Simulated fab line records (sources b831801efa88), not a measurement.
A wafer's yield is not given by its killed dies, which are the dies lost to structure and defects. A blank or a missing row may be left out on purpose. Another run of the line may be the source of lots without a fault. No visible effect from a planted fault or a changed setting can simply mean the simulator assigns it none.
Which tool was responsible? || flow gf180mcu || 24 lots with 72 wafers sampled at 5 steps, on a route of 602 steps

== WHAT THE GAUGES SHOWED, per wafer ==
GF_V3_BOW_MEAS_05.
{"lot": "L074", "measured": "day 21 04:38", "on": "filmMetro-03", "V3_BOW (um)": "113 111 120"}
{"lot": "L075", "measured": "day 21 15:07", "on": "filmMetro-01", "V3_BOW (um)": "108 122 112"}
{"lot": "L076", "measured": "day 21 23:20", "on": "filmMetro-03", "V3_BOW (um)": "112 102 108"}
{"lot": "L077", "measured": "day 22 15:41", "on": "filmMetro-04", "V3_BOW (um)": "122 119 132"}
{"lot": "L078", "measured": "day 23 01:57", "on": "filmMetro-04", "V3_BOW (um)": "112 107 97"}
{"lot": "L079", "measured": "day 23 13:00", "on": "filmMetro-03", "V3_BOW (um)": "101 97 126"}
{"lot": "L080", "measured": "day 23 23:22", "on": "filmMetro-01", "V3_BOW (um)": "109 106 106"}
{"lot": "L081", "measured": "day 24 05:57", "on": "filmMetro-03", "V3_BOW (um)": "117 126 124"}
{"lot": "L082", "measured": "day 24 23:58", "on": "filmMetro-01", "V3_BOW (um)": "123 121 104"}
{"lot": "L083", "measured": "day 25 04:50", "on": "filmMetro-04", "V3_BOW (um)": "113 115 107"}
{"lot": "L084", "measured": "day 25 05:08", "on": "filmMetro-03", "V3_BOW (um)": "122 123 109"}
{"lot": "L085", "measured": "day 25 10:26", "on": "filmMetro-01", "V3_BOW (um)": "119 113 113"}
{"lot": "L086", "measured": "day 25 17:13", "on": "filmMetro-04", "V3_BOW (um)": "117 118 110"}
{"lot": "L087", "measured": "day 26 01:13", "on": "filmMetro-04", "V3_BOW (um)": "125 124 124"}
{"lot": "L088", "measured": "day 26 10:41", "on": "filmMetro-03", "V3_BOW (um)": "125 117 121"}
{"lot": "L089", "measured": "day 26 18:22", "on": "filmMetro-04", "V3_BOW (um)": "112 108 115"}
{"lot": "L090", "measured": "day 27 00:08", "on": "filmMetro-04", "V3_BOW (um)": "115 131 116"}
{"lot": "L091", "measured": "day 27 03:50", "on": "filmMetro-03", "V3_BOW (um)": "113 118 113"}
{"lot": "L092", "measured": "day 27 11:37", "on": "filmMetro-04", "V3_BOW (um)": "128 123 124"}
{"lot": "L093", "measured": "day 27 21:31", "on": "filmMetro-04", "V3_BOW (um)": "120 124 123"}
{"lot": "L094", "measured": "day 28 02:02", "on": "filmMetro-04", "V3_BOW (um)": "111 120 120"}
{"lot": "L095", "measured": "day 28 20:19", "on": "filmMetro-03", "V3_BOW (um)": "120 113 114"}
{"lot": "L096", "measured": "day 28 19:56", "on": "filmMetro-01", "V3_BOW (um)": "102 96 105"}
{"lot": "L097", "measured": "day 28 23:20", "on": "filmMetro-03", "V3_BOW (um)": "112 113 115"}

GF_V4_THK_MEAS_01.
{"lot": "L074", "measured": "day 23 05:37", "on": "filmMetro-03", "V4_CVD_00_THK (nm)": "594 589 591"}
{"lot": "L075", "measured": "day 23 15:49", "on": "filmMetro-01", "V4_CVD_00_THK (nm)": "605 604 604"}
{"lot": "L076", "measured": "day 24 01:10", "on": "filmMetro-03", "V4_CVD_00_THK (nm)": "602 591 594"}
{"lot": "L077", "measured": "day 24 15:07", "on": "filmMetro-01", "V4_CVD_00_THK (nm)": "596 606 595"}
{"lot": "L078", "measured": "day 25 01:08", "on": "filmMetro-02", "V4_CVD_00_THK (nm)": "595 595 597"}
{"lot": "L079", "measured": "day 25 11:05", "on": "filmMetro-01", "V4_CVD_00_THK (nm)": "595 599 603"}
{"lot": "L080", "measured": "day 25 22:22", "on": "filmMetro-02", "V4_CVD_00_THK (nm)": "598 602 603"}
{"lot": "L081", "measured": "day 26 03:40", "on": "filmMetro-03", "V4_CVD_00_THK (nm)": "602 606 602"}
{"lot": "L082", "measured": "day 26 19:39", "on": "filmMetro-03", "V4_CVD_00_THK (nm)": "594 599 601"}
{"lot": "L083", "measured": "day 27 01:39", "on": "filmMetro-01", "V4_CVD_00_THK (nm)": "599 601 599"}
{"lot": "L084", "measured": "day 27 02:25", "on": "filmMetro-01", "V4_CVD_00_THK (nm)": "608 602 607"}
{"lot": "L085", "measured": "day 27 06:04", "on": "filmMetro-03", "V4_CVD_00_THK (nm)": "607 607 601"}
{"lot": "L086", "measured": "day 27 12:33", "on": "filmMetro-03", "V4_CVD_00_THK (nm)": "594 596 596"}
{"lot": "L087", "measured": "day 27 21:21", "on": "filmMetro-02", "V4_CVD_00_THK (nm)": "598 598 596"}
{"lot": "L088", "measured": "day 28 05:41", "on": "filmMetro-03", "V4_CVD_00_THK (nm)": "594 590 594"}
{"lot": "L089", "measured": "day 28 12:43", "on": "filmMetro-02", "V4_CVD_00_THK (nm)": "601 609 607"}
{"lot": "L090", "measured": "day 28 18:14", "on": "filmMetro-03", "V4_CVD_00_THK (nm)": "603 609 606"}
{"lot": "L091", "measured": "day 28 22:22", "on": "filmMetro-03", "V4_CVD_00_THK (nm)": "606 611 609"}
{"lot": "L092", "measured": "day 29 04:31", "on": "filmMetro-03", "V4_CVD_00_THK (nm)": "600 598 590"}
{"lot": "L093", "measured": "day 29 14:33", "on": "filmMetro-03", "V4_CVD_00_THK (nm)": "600 606 596"}
{"lot": "L094", "measured": "day 29 19:11", "on": "filmMetro-01", "V4_CVD_00_THK (nm)": "604 607 600"}
{"lot": "L095", "measured": "day 30 12:49", "on": "filmMetro-03", "V4_CVD_00_THK (nm)": "589 589 586"}
{"lot": "L096", "measured": "day 30 12:06", "on": "filmMetro-03", "V4_CVD_00_THK (nm)": "604 604 602"}
{"lot": "L097", "measured": "day 30 15:13", "on": "filmMetro-01", "V4_CVD_00_THK (nm)": "598 592 601"}

GF_V4_THK_MEAS_25: measures by xrf.
{"lot": "L074", "measured": "day 24 05:56", "on": "filmMetro-01", "V4_W_THK (nm)": "342 344 345"}
{"lot": "L075", "measured": "day 24 15:47", "on": "filmMetro-02", "V4_W_THK (nm)": "351 348 353"}
{"lot": "L076", "measured": "day 25 00:57", "on": "filmMetro-01", "V4_W_THK (nm)": "349 351 350"}
{"lot": "L077", "measured": "day 25 12:43", "on": "filmMetro-03", "V4_W_THK (nm)": "343 346 340"}
{"lot": "L078", "measured": "day 25 23:35", "on": "filmMetro-01", "V4_W_THK (nm)": "353 346 349"}
{"lot": "L079", "measured": "day 26 09:58", "on": "filmMetro-01", "V4_W_THK (nm)": "345 346 344"}
{"lot": "L080", "measured": "day 26 20:15", "on": "filmMetro-01", "V4_W_THK (nm)": "352 354 355"}
{"lot": "L081", "measured": "day 27 02:04", "on": "filmMetro-02", "V4_W_THK (nm)": "351 355 350"}
{"lot": "L082", "measured": "day 27 16:57", "on": "filmMetro-03", "V4_W_THK (nm)": "350 348 348"}
{"lot": "L083", "measured": "day 27 23:01", "on": "filmMetro-01", "V4_W_THK (nm)": "350 351 349"}
{"lot": "L084", "measured": "day 27 23:47", "on": "filmMetro-01", "V4_W_THK (nm)": "351 345 353"}
{"lot": "L085", "measured": "day 28 03:22", "on": "filmMetro-03", "V4_W_THK (nm)": "346 348 345"}
{"lot": "L086", "measured": "day 28 09:40", "on": "filmMetro-02", "V4_W_THK (nm)": "352 357 353"}
{"lot": "L087", "measured": "day 28 18:36", "on": "filmMetro-03", "V4_W_THK (nm)": "349 355 349"}
{"lot": "L088", "measured": "day 29 03:08", "on": "filmMetro-03", "V4_W_THK (nm)": "343 345 345"}
{"lot": "L089", "measured": "day 29 10:01", "on": "filmMetro-03", "V4_W_THK (nm)": "346 343 342"}
{"lot": "L090", "measured": "day 29 14:23", "on": "filmMetro-02", "V4_W_THK (nm)": "345 350 348"}
{"lot": "L091", "measured": "day 29 18:32", "on": "filmMetro-02", "V4_W_THK (nm)": "344 342 342"}
{"lot": "L092", "measured": "day 30 01:07", "on": "filmMetro-03", "V4_W_THK (nm)": "341 343 337"}
{"lot": "L093", "measured": "day 30 10:33", "on": "filmMetro-01", "V4_W_THK (nm)": "348 345 343"}
{"lot": "L094", "measured": "day 30 15:46", "on": "filmMetro-01", "V4_W_THK (nm)": "348 346 348"}
{"lot": "L095", "measured": "day 31 08:40", "on": "filmMetro-01", "V4_W_THK (nm)": "348 346 346"}
{"lot": "L096", "measured": "day 31 08:05", "on": "filmMetro-03", "V4_W_THK (nm)": "340 341 341"}
{"lot": "L097", "measured": "day 31 11:01", "on": "filmMetro-01", "V4_W_THK (nm)": "345 347 347"}

== EACH LOT AND THE TOOL THAT RAN IT (in order: tool; ch and the chambers of the sampled wafers; start) ==
{"lot": "L074", "GF_V1_STRIP_18": "plasmaAsher-03 ch 0,1, day 17 21:33", "GF_V2_ETCH_16": "rieDiel-02 ch 2,3, day 20 01:31"}
{"lot": "L075", "GF_V1_STRIP_18": "plasmaAsher-02 ch 0,1, day 18 07:35", "GF_V2_ETCH_16": "rieDiel-02 ch 0,1,2, day 20 11:49"}
{"lot": "L076", "GF_V1_STRIP_18": "plasmaAsher-03 ch 0,1, day 18 17:49", "GF_V2_ETCH_16": "rieDiel-02 ch 1,2,3, day 20 21:16"}
{"lot": "L077", "GF_V1_STRIP_18": "plasmaAsher-04 ch 0, day 19 08:44", "GF_V2_ETCH_16": "rieDiel-03 ch 0,1,2, day 21 12:54"}
{"lot": "L078", "GF_V1_STRIP_18": "plasmaAsher-03 ch 0,1, day 19 18:41", "GF_V2_ETCH_16": "rieDiel-02 ch 0,3, day 21 21:15"}
{"lot": "L079", "GF_V1_STRIP_18": "plasmaAsher-02 ch 0,1, day 20 09:47", "GF_V2_ETCH_16": "rieDiel-02 ch 0,1,2, day 22 11:43"}
{"lot": "L080", "GF_V1_STRIP_18": "plasmaAsher-03 ch 0,1, day 20 18:51", "GF_V2_ETCH_16": "rieDiel-03 ch 0,1, day 22 21:33"}
{"lot": "L081", "GF_V1_STRIP_18": "plasmaAsher-03 ch 0,1, day 21 02:38", "GF_V2_ETCH_16": "rieDiel-03 ch 1,3, day 23 03:55"}
{"lot": "L082", "GF_V1_STRIP_18": "plasmaAsher-03 ch 0,1, day 21 19:42", "GF_V2_ETCH_16": "rieDiel-01 ch 1,2,3, day 23 21:32"}
{"lot": "L083", "GF_V1_STRIP_18": "plasmaAsher-03 ch 0,1, day 22 02:21", "GF_V2_ETCH_16": "rieDiel-02 ch 0,1,2, day 24 02:43"}
{"lot": "L084", "GF_V1_STRIP_18": "plasmaAsher-04 ch 0,1, day 22 03:06", "GF_V2_ETCH_16": "rieDiel-01 ch 2,3, day 24 03:44"}
{"lot": "L085", "GF_V1_STRIP_18": "plasmaAsher-04 ch 0,1, day 22 10:15", "GF_V2_ETCH_16": "rieDiel-03 ch 1,2,3, day 24 10:51"}
{"lot": "L086", "GF_V1_STRIP_18": "plasmaAsher-02 ch 0,1, day 22 16:20", "GF_V2_ETCH_16": "rieDiel-02 ch 2,3, day 24 16:25"}
{"lot": "L087", "GF_V1_STRIP_18": "plasmaAsher-02 ch 0,1, day 23 01:21", "GF_V2_ETCH_16": "rieDiel-01 ch 0,1,2, day 25 01:19"}
{"lot": "L088", "GF_V1_STRIP_18": "plasmaAsher-03 ch 0,1, day 23 13:18", "GF_V2_ETCH_16": "rieDiel-02 ch 1,2, day 25 11:04"}
{"lot": "L089", "GF_V1_STRIP_18": "plasmaAsher-02 ch 0,1, day 23 18:48", "GF_V2_ETCH_16": "rieDiel-03 ch 0,1,3, day 25 16:13"}
{"lot": "L090", "GF_V1_STRIP_18": "plasmaAsher-04 ch 1, day 24 01:36", "GF_V2_ETCH_16": "rieDiel-02 ch 0,3, day 26 00:34"}
{"lot": "L091", "GF_V1_STRIP_18": "plasmaAsher-02 ch 0,1, day 24 06:36", "GF_V2_ETCH_16": "rieDiel-03 ch 0,1,3, day 26 04:16"}
{"lot": "L092", "GF_V1_STRIP_18": "plasmaAsher-04 ch 0,1, day 24 15:35", "GF_V2_ETCH_16": "rieDiel-03 ch 0,2,3, day 26 12:24"}
{"lot": "L093", "GF_V1_STRIP_18": "plasmaAsher-04 ch 1, day 25 01:06", "GF_V2_ETCH_16": "rieDiel-01 ch 1,2,3, day 26 21:58"}
{"lot": "L094", "GF_V1_STRIP_18": "plasmaAsher-04 ch 0,1, day 25 05:19", "GF_V2_ETCH_16": "rieDiel-03 ch 1,2,3, day 27 02:43"}
{"lot": "L095", "GF_V1_STRIP_18": "plasmaAsher-02 ch 1, day 26 02:11", "GF_V2_ETCH_16": "rieDiel-02 ch 0,2,3, day 27 21:33"}
{"lot": "L096", "GF_V1_STRIP_18": "plasmaAsher-04 ch 0,1, day 26 02:21", "GF_V2_ETCH_16": "rieDiel-01 ch 0,2,3, day 27 21:40"}
{"lot": "L097", "GF_V1_STRIP_18": "plasmaAsher-04 ch 0,1, day 26 06:02", "GF_V2_ETCH_16": "rieDiel-03 ch 0,3, day 28 01:06"}
- GF_V1_STRIP_18: strips in O2/N2.
- GF_V2_ETCH_16: etches BARC in N2/H2.

== AS READ BY THE TOOLS THEMSELVES (means over the sampled wafers that have a number; for cases with no such wafer, the mark the record gives instead) ==
GF_V1_STRIP_18.
{"lot": "L074", "tool": "plasmaAsher-03", "drypumpMotorCurrentA (A)": 6.0, "heaterPowerW (W)": 332, "oesProductAu (a.u.)": 0.592}
{"lot": "L075", "tool": "plasmaAsher-02", "drypumpMotorCurrentA (A)": 6.0, "heaterPowerW (W)": 381, "oesProductAu (a.u.)": 0.600}
{"lot": "L076", "tool": "plasmaAsher-03", "drypumpMotorCurrentA (A)": 6.0, "heaterPowerW (W)": 332, "oesProductAu (a.u.)": 0.585}
{"lot": "L077", "tool": "plasmaAsher-04", "drypumpMotorCurrentA (A)": 5.3, "heaterPowerW (W)": 313, "oesProductAu (a.u.)": 0.593}
{"lot": "L078", "tool": "plasmaAsher-03", "drypumpMotorCurrentA (A)": 6.0, "heaterPowerW (W)": 329, "oesProductAu (a.u.)": 0.596}
{"lot": "L079", "tool": "plasmaAsher-02", "drypumpMotorCurrentA (A)": 6.1, "heaterPowerW (W)": 395, "oesProductAu (a.u.)": 0.593}
{"lot": "L080", "tool": "plasmaAsher-03", "drypumpMotorCurrentA (A)": 6.0, "heaterPowerW (W)": 329, "oesProductAu (a.u.)": 0.595}
{"lot": "L081", "tool": "plasmaAsher-03", "drypumpMotorCurrentA (A)": 6.0, "heaterPowerW (W)": 349, "oesProductAu (a.u.)": 0.593}
{"lot": "L082", "tool": "plasmaAsher-03", "drypumpMotorCurrentA (A)": 6.0, "heaterPowerW (W)": 349, "oesProductAu (a.u.)": 0.592}
{"lot": "L083", "tool": "plasmaAsher-03", "drypumpMotorCurrentA (A)": 6.0, "heaterPowerW (W)": 328, "oesProductAu (a.u.)": 0.595}
{"lot": "L084", "tool": "plasmaAsher-04", "drypumpMotorCurrentA (A)": 6.0, "heaterPowerW (W)": 301, "oesProductAu (a.u.)": 0.596}
{"lot": "L085", "tool": "plasmaAsher-04", "drypumpMotorCurrentA (A)": 6.0, "heaterPowerW (W)": 296, "oesProductAu (a.u.)": 0.590}
{"lot": "L086", "tool": "plasmaAsher-02", "drypumpMotorCurrentA (A)": 6.0, "heaterPowerW (W)": 383, "oesProductAu (a.u.)": 0.594}
{"lot": "L087", "tool": "plasmaAsher-02", "drypumpMotorCurrentA (A)": 6.0, "heaterPowerW (W)": 380, "oesProductAu (a.u.)": 0.591}
{"lot": "L088", "tool": "plasmaAsher-03", "drypumpMotorCurrentA (A)": 6.1, "heaterPowerW (W)": 347, "oesProductAu (a.u.)": 0.594}
{"lot": "L089", "tool": "plasmaAsher-02", "drypumpMotorCurrentA (A)": 6.2, "heaterPowerW (W)": 398, "oesProductAu (a.u.)": 0.590}
{"lot": "L090", "tool": "plasmaAsher-04", "drypumpMotorCurrentA (A)": 6.4, "heaterPowerW (W)": 286, "oesProductAu (a.u.)": 0.594}
{"lot": "L091", "tool": "plasmaAsher-02", "drypumpMotorCurrentA (A)": 6.1, "heaterPowerW (W)": 400, "oesProductAu (a.u.)": 0.592}
{"lot": "L092", "tool": "plasmaAsher-04", "drypumpMotorCurrentA (A)": 6.1, "heaterPowerW (W)": 295, "oesProductAu (a.u.)": 0.590}
{"lot": "L093", "tool": "plasmaAsher-04", "drypumpMotorCurrentA (A)": 6.4, "heaterPowerW (W)": 286, "oesProductAu (a.u.)": 0.586}
{"lot": "L094", "tool": "plasmaAsher-04", "drypumpMotorCurrentA (A)": 5.7, "heaterPowerW (W)": 305, "oesProductAu (a.u.)": 0.593}
{"lot": "L095", "tool": "plasmaAsher-02", "drypumpMotorCurrentA (A)": 6.3, "heaterPowerW (W)": 409, "oesProductAu (a.u.)": 0.592}
{"lot": "L096", "tool": "plasmaAsher-04", "drypumpMotorCurrentA (A)": 6.0, "heaterPowerW (W)": 300, "oesProductAu (a.u.)": 0.593}
{"lot": "L097", "tool": "plasmaAsher-04", "drypumpMotorCurrentA (A)": 5.7, "heaterPowerW (W)": 306, "oesProductAu (a.u.)": 0.594}

GF_V2_ETCH_16.
{"lot": "L074", "tool": "rieDiel-02", "drypumpMotorCurrentA (A)": 5.2, "oesProductAu (a.u.)": 0.849, "rfFwdPowerW (W)": 495.2, "throttleValvePct (%)": 13.219}
{"lot": "L075", "tool": "rieDiel-02", "drypumpMotorCurrentA (A)": 5.7, "oesProductAu (a.u.)": 0.856, "rfFwdPowerW (W)": 493.1, "throttleValvePct (%)": 13.228}
{"lot": "L076", "tool": "rieDiel-02", "drypumpMotorCurrentA (A)": 5.6, "oesProductAu (a.u.)": 0.860, "rfFwdPowerW (W)": 495.5, "throttleValvePct (%)": 13.227}
{"lot": "L077", "tool": "rieDiel-03", "drypumpMotorCurrentA (A)": 6.1, "oesProductAu (a.u.)": 0.855, "rfFwdPowerW (W)": 494.9, "throttleValvePct (%)": 13.221}
{"lot": "L078", "tool": "rieDiel-02", "drypumpMotorCurrentA (A)": 5.5, "oesProductAu (a.u.)": 0.854, "rfFwdPowerW (W)": 496.1, "throttleValvePct (%)": 13.217}
{"lot": "L079", "tool": "rieDiel-02", "drypumpMotorCurrentA (A)": 5.7, "oesProductAu (a.u.)": 0.853, "rfFwdPowerW (W)": 494.6, "throttleValvePct (%)": 13.217}
{"lot": "L080", "tool": "rieDiel-03", "drypumpMotorCurrentA (A)": 6.3, "oesProductAu (a.u.)": 0.855, "rfFwdPowerW (W)": 495.4, "throttleValvePct (%)": 13.216}
{"lot": "L081", "tool": "rieDiel-03", "drypumpMotorCurrentA (A)": 6.5, "oesProductAu (a.u.)": 0.852, "rfFwdPowerW (W)": 497.2, "throttleValvePct (%)": 13.229}
{"lot": "L082", "tool": "rieDiel-01", "drypumpMotorCurrentA (A)": 5.7, "oesProductAu (a.u.)": 0.854, "rfFwdPowerW (W)": 495.1, "throttleValvePct (%)": 13.224}
{"lot": "L083", "tool": "rieDiel-02", "drypumpMotorCurrentA (A)": 5.7, "oesProductAu (a.u.)": 0.852, "rfFwdPowerW (W)": 493.3, "throttleValvePct (%)": 13.227}
{"lot": "L084", "tool": "rieDiel-01", "drypumpMotorCurrentA (A)": 6.1, "oesProductAu (a.u.)": 0.858, "rfFwdPowerW (W)": 494.5, "throttleValvePct (%)": 13.230}
{"lot": "L085", "tool": "rieDiel-03", "drypumpMotorCurrentA (A)": 6.3, "oesProductAu (a.u.)": 0.859, "rfFwdPowerW (W)": 494.7, "throttleValvePct (%)": 13.231}
{"lot": "L086", "tool": "rieDiel-02", "drypumpMotorCurrentA (A)": 5.2, "oesProductAu (a.u.)": 0.851, "rfFwdPowerW (W)": 497.3, "throttleValvePct (%)": 13.218}
{"lot": "L087", "tool": "rieDiel-01", "drypumpMotorCurrentA (A)": 5.8, "oesProductAu (a.u.)": 0.857, "rfFwdPowerW (W)": 495.3, "throttleValvePct (%)": 13.218}
{"lot": "L088", "tool": "rieDiel-02", "drypumpMotorCurrentA (A)": 5.6, "oesProductAu (a.u.)": 0.858, "rfFwdPowerW (W)": 495.1, "throttleValvePct (%)": 13.221}
{"lot": "L089", "tool": "rieDiel-03", "drypumpMotorCurrentA (A)": 6.1, "oesProductAu (a.u.)": 0.852, "rfFwdPowerW (W)": 496.7, "throttleValvePct (%)": 13.223}
{"lot": "L090", "tool": "rieDiel-02", "drypumpMotorCurrentA (A)": 5.5, "oesProductAu (a.u.)": 0.859, "rfFwdPowerW (W)": 496.3, "throttleValvePct (%)": 13.223}
{"lot": "L091", "tool": "rieDiel-03", "drypumpMotorCurrentA (A)": 6.1, "oesProductAu (a.u.)": 0.858, "rfFwdPowerW (W)": 496.9, "throttleValvePct (%)": 13.219}
{"lot": "L092", "tool": "rieDiel-03", "drypumpMotorCurrentA (A)": 5.9, "oesProductAu (a.u.)": 0.861, "rfFwdPowerW (W)": 494.7, "throttleValvePct (%)": 13.224}
{"lot": "L093", "tool": "rieDiel-01", "drypumpMotorCurrentA (A)": 5.7, "oesProductAu (a.u.)": 0.858, "rfFwdPowerW (W)": 495.6, "throttleValvePct (%)": 13.226}
{"lot": "L094", "tool": "rieDiel-03", "drypumpMotorCurrentA (A)": 6.3, "oesProductAu (a.u.)": 0.847, "rfFwdPowerW (W)": 495.5, "throttleValvePct (%)": 13.225}
{"lot": "L095", "tool": "rieDiel-02", "drypumpMotorCurrentA (A)": 5.4, "oesProductAu (a.u.)": 0.851, "rfFwdPowerW (W)": 496.1, "throttleValvePct (%)": 13.228}
{"lot": "L096", "tool": "rieDiel-01", "drypumpMotorCurrentA (A)": 6.2, "oesProductAu (a.u.)": 0.854, "rfFwdPowerW (W)": 495.0, "throttleValvePct (%)": 13.217}
{"lot": "L097", "tool": "rieDiel-03", "drypumpMotorCurrentA (A)": 5.6, "oesProductAu (a.u.)": 0.854, "rfFwdPowerW (W)": 497.2, "throttleValvePct (%)": 13.232}

== THE ANSWER, worked out from the rows above alone ==
Rule: the usual values come from the lots themselves. Put in order of their means at a reading, lots are off if they are a third of the lots or fewer, leave a main group of 4 or more, and stand apart from it by a gap of 3 or more times the standard deviation of the main group's means; of several such gaps the widest counts. Not used: any main group whose means are identical at the precision the tables above print for the reading. A lot without any number at a reading at which 4 lots or more have one is off too. Where the step has rows for the other lots, those lots are counted as sound. Order of review: gauges by route order, followed by the tools' own readings, for which a lot's mean as printed above is used. The first step at which some lot is off is used, and at that step the reading that is off furthest; a lot without a number counts as furthest.
Nothing can be told from this: no lot is off at any reading shown.

== WHAT THE SIMULATOR PUT IN ==
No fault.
